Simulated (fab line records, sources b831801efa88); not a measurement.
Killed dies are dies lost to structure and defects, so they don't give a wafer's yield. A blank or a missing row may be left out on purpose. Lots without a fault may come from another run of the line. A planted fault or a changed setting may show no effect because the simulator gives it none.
Which tool did it? | flow sky130 | 13 lots, 39 wafers sampled, at 5 steps of a route of 708

WHAT THE GAUGES READ, wafer by wafer
SKY_NWELL_RS_MEAS_31: measures by four-point-probe. Usual: PWDE_RS 5268 ohm/sq, standard deviation 20.
lot  | measured     | on            | PWDE_RS (ohm/sq) | flag
L631 | day 5 08:39  | film_metro-04 | 5273 5264 5271   |
L632 | day 6 07:04  | film_metro-01 | 5284 5291 5301   |
L633 | day 6 07:28  | film_metro-03 | 5288 5279 5304   |
L634 | day 6 08:21  | film_metro-04 | 5248 5268 5266   |
L635 | day 6 11:37  | film_metro-03 | 5285 5278 5268   |
L637 | day 6 20:05  | film_metro-03 | 5252 5269 5284   |
L638 | day 7 06:11  | film_metro-03 | 5277 5285 5284   |
L642 | day 7 21:42  | film_metro-04 | 5253 5248 5243   |
L644 | day 8 13:47  | film_metro-03 | 5275 5260 5267   |
L645 | day 8 18:33  | film_metro-01 | 5298 5291 5309   |
L646 | day 9 00:12  | film_metro-03 | 5289 5290 5280   |
L653 | day 11 23:58 | film_metro-03 | 5268 5254 5259   |
L654 | day 12 00:18 | film_metro-04 | 5264 5271 5264   |

SKY_VT_ADJUST_HVTP_CD_MEAS_07: target cd 380 nm. Usual: cd_nm 380.3 nm, standard deviation 1.9.
lot  | measured     | on        | cd_nm (nm)        | flag
L631 | day 6 03:19  | cd_sem-02 | 379.5 379.1 380.5 |
L632 | day 7 01:53  | cd_sem-02 | 378.7 378.7 378.3 |
L633 | day 7 02:25  | cd_sem-01 | 383.1 384.5 382.9 |
L634 | day 7 03:07  | cd_sem-02 | 378.9 379.3 380.2 |
L635 | day 7 06:05  | cd_sem-02 | 379.0 378.5 379.1 |
L637 | day 7 13:10  | cd_sem-02 | 380.3 384.0 382.0 |
L638 | day 8 00:55  | cd_sem-01 | 381.0 378.6 378.0 |
L642 | day 8 17:04  | cd_sem-02 | 379.7 379.6 379.6 |
L644 | day 9 10:46  | cd_sem-02 | 381.1 381.7 381.3 |
L645 | day 9 16:16  | cd_sem-02 | 379.1 378.4 379.5 |
L646 | day 9 21:38  | cd_sem-02 | 378.0 378.1 380.6 |
L653 | day 12 23:37 | cd_sem-02 | 376.3 377.9 380.8 |
L654 | day 13 00:40 | cd_sem-02 | 382.3 381.3 379.2 |

SKY_POLY_GATE_THK_MEAS_01. Usual: POLY_GATE_CVD_00_THK 181.9 nm, standard deviation 1.9.
lot  | measured     | on            | POLY_GATE_CVD_00_THK (nm) | flag
L631 | day 13 21:41 | film_metro-02 | 182.9 182.4 183.3         |
L632 | day 15 00:42 | film_metro-04 | 182.3 182.3 183.3         |
L633 | day 15 03:24 | film_metro-04 | 181.4 181.3 180.4         |
L634 | day 15 05:05 | film_metro-02 | 180.7 182.7 180.8         |
L635 | day 15 09:26 | film_metro-02 | 178.3 178.1 177.7         |
L637 | day 15 22:21 | film_metro-01 | 180.3 180.9 179.8         |
L638 | day 16 12:29 | film_metro-02 | 181.8 182.3 181.1         |
L642 | day 17 11:47 | film_metro-02 | 182.1 180.6 180.6         |
L644 | day 18 11:46 | film_metro-02 | 198.8 199.5 199.3         | OFF
L645 | day 18 18:35 | film_metro-02 | 201.7 201.5 202.6         | OFF
L646 | day 19 05:16 | film_metro-01 | 199.0 199.5 197.3         | OFF
L653 | day 23 06:26 | film_metro-01 | 182.2 181.4 181.3         |
L654 | day 23 04:38 | film_metro-04 | 181.5 182.0 181.2         |

SKY_POLY_GATE_CD_MEAS_22. Usual: cd_nm 150.5 nm, standard deviation 1.9.
lot  | measured     | on        | cd_nm (nm)        | flag
L631 | day 16 06:29 | cd_sem-02 | 149.0 147.6 151.4 |
L632 | day 17 12:23 | cd_sem-01 | 151.6 151.5 149.9 |
L633 | day 17 14:35 | cd_sem-01 | 151.2 153.0 150.8 |
L634 | day 17 20:18 | cd_sem-01 | 147.6 144.9 146.5 |
L635 | day 18 00:42 | cd_sem-01 | 151.2 147.8 151.7 |
L637 | day 18 11:09 | cd_sem-01 | 149.0 151.2 148.7 |
L638 | day 19 03:01 | cd_sem-02 | 152.9 152.9 149.9 |
L642 | day 20 05:23 | cd_sem-01 | 149.5 151.1 148.7 |
L644 | day 21 05:47 | cd_sem-01 | 152.0 151.5 151.9 |
L645 | day 21 12:23 | cd_sem-02 | 150.3 154.0 152.7 |
L646 | day 21 22:38 | cd_sem-02 | 147.2 149.2 149.1 |
L653 | day 25 23:41 | cd_sem-01 | 150.4 151.0 151.5 |
L654 | day 25 20:19 | cd_sem-01 | 150.7 150.3 149.8 |

WHICH TOOL RAN EACH LOT (tool, then ch and the chambers of the sampled wafers, then the start)
lot  | SKY_POLY_GATE_CVD_00
L631 | lpcvd-01 ch 0, day 13 20:29
L632 | lpcvd-01 ch 0, day 14 23:29
L633 | lpcvd-01 ch 0, day 15 02:12
L634 | lpcvd-01 ch 0, day 15 03:53
L635 | lpcvd-01 ch 0, day 15 08:14
L637 | lpcvd-01 ch 0, day 15 21:08
L638 | lpcvd-01 ch 1, day 16 11:17
L642 | lpcvd-01 ch 1, day 17 10:35
L644 | lpcvd-01 ch 0, day 18 10:32
L645 | lpcvd-01 ch 0, day 18 17:23
L646 | lpcvd-01 ch 0, day 19 04:04
L653 | lpcvd-01 ch 1, day 23 04:38
L654 | lpcvd-01 ch 1, day 23 02:50
- SKY_POLY_GATE_CVD_00: deposits poly-Si, target thk 180 nm, time 720 s.

WHAT THE TOOLS THEMSELVES READ (means of the sampled wafers that have a number; where no wafer has one, the mark that the record gives instead)
SKY_POLY_GATE_CVD_00. Usual: pressure_mtorr 200.0 mTorr, standard deviation 0.39; susceptor_temp_C 620.0 C, standard deviation 0.3; zone_power_upper_pct 9.0 %, standard deviation 0.97.
lot  | tool     | pressure_mtorr (mTorr) | susceptor_temp_C (C) | zone_power_upper_pct (%) | flag
L631 | lpcvd-01 | 199.9                  | 620.4                | 9.9                      |
L632 | lpcvd-01 | 200.6                  | 620.3                | 9.9                      |
L633 | lpcvd-01 | 199.9                  | 619.8                | 9.9                      |
L634 | lpcvd-01 | 200.2                  | 620.1                | 9.9                      |
L635 | lpcvd-01 | 199.9                  | 620.0                | 9.9                      |
L637 | lpcvd-01 | 199.9                  | 619.4                | 9.9                      |
L638 | lpcvd-01 | 199.9                  | 619.7                | 8.0                      |
L642 | lpcvd-01 | 199.8                  | 619.6                | 7.9                      |
L644 | lpcvd-01 | 239.7                  | 620.3                | 9.9                      | OFF
L645 | lpcvd-01 | 239.6                  | 620.1                | 10.0                     | OFF
L646 | lpcvd-01 | 239.9                  | 620.1                | 10.1                     | OFF
L653 | lpcvd-01 | 200.3                  | 620.4                | 8.0                      |
L654 | lpcvd-01 | 199.9                  | 620.2                | 7.9                      |

THE ANSWER, worked out from the rows above alone
Rule: a lot is off if the mean of its wafers that have a number lies more than 3 standard deviations from the usual mean. A lot without any number at a reading at which 4 lots or more have one is off too. The other lots that the step has rows for count as sound. The gauges are gone through in route order, then the tools' own readings, and for those a lot's mean is taken as printed above. The first step at which some lot is off is used, and at that step the reading that is off furthest; a lot without a number counts as furthest.
Off: L644, L645, L646, at SKY_POLY_GATE_THK_MEAS_01 (POLY_GATE_CVD_00_THK).
A tool fits if, at a process step before that reading, it ran every lot that is off, and no sound lot after the first of them. The gauges at SKY_POLY_GATE_THK_MEAS_01 aren't tried: what is off there is off at SKY_POLY_GATE_CVD_00 too, on other tools, and a gauge's error can't cause that. None of those tried fits.

WHAT THE SIMULATOR HAD PUT IN
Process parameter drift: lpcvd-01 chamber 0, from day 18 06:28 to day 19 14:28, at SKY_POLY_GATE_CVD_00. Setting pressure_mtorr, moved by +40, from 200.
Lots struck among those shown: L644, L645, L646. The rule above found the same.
